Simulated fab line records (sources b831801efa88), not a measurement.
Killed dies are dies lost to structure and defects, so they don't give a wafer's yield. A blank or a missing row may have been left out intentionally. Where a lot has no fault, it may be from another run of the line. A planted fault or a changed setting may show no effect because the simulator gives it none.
Which tool is to blame? ; flow sky130 ; at 1 step of a route of 708, 7 lots with 21 wafers sampled

WHAT THE GAUGES READ, wafer by wafer
SKY_SONOS_ONO_CD_MEAS_13: target cd 410 nm.
lot;measured;on;cd nm (nm)
L968;day 13 15:44;cd sem-01;410.8 406.9 408.1
L974;day 16 01:17;cd sem-02;408.1 410.0 409.8
L980;day 18 09:46;cd sem-02;412.9 412.7 411.5
L982;day 19 03:22;cd sem-02;407.6 408.3 408.6
L983;day 19 11:22;cd sem-01;412.6 411.4 412.3
L986;day 20 03:47;cd sem-02;406.4 408.5 407.4
L989;day 20 22:57;cd sem-02;411.6 410.2 412.1

WHICH TOOL RAN EACH LOT (tool, then ch and the chambers of the sampled wafers, then the start)
Before these readings, the record contains no process step.

THE ANSWER, worked out from the rows above alone
Rule: the lots themselves supply what counts as usual. Put in order of their means at a reading, lots are off if they are a third of the lots or fewer, leave a main group of 4 or more, and stand apart from it by a gap of 3 or more times the standard deviation of the main group's means; of several such gaps the widest counts. Not used: any main group whose means are identical at the precision the tables above print for the reading. Also off: a lot with no number at a reading for which 4 or more lots have one. The other lots that the step has rows for count as sound.
Nothing can be told from this: no lot is off at any reading shown.

WHAT THE SIMULATOR HAD PUT IN
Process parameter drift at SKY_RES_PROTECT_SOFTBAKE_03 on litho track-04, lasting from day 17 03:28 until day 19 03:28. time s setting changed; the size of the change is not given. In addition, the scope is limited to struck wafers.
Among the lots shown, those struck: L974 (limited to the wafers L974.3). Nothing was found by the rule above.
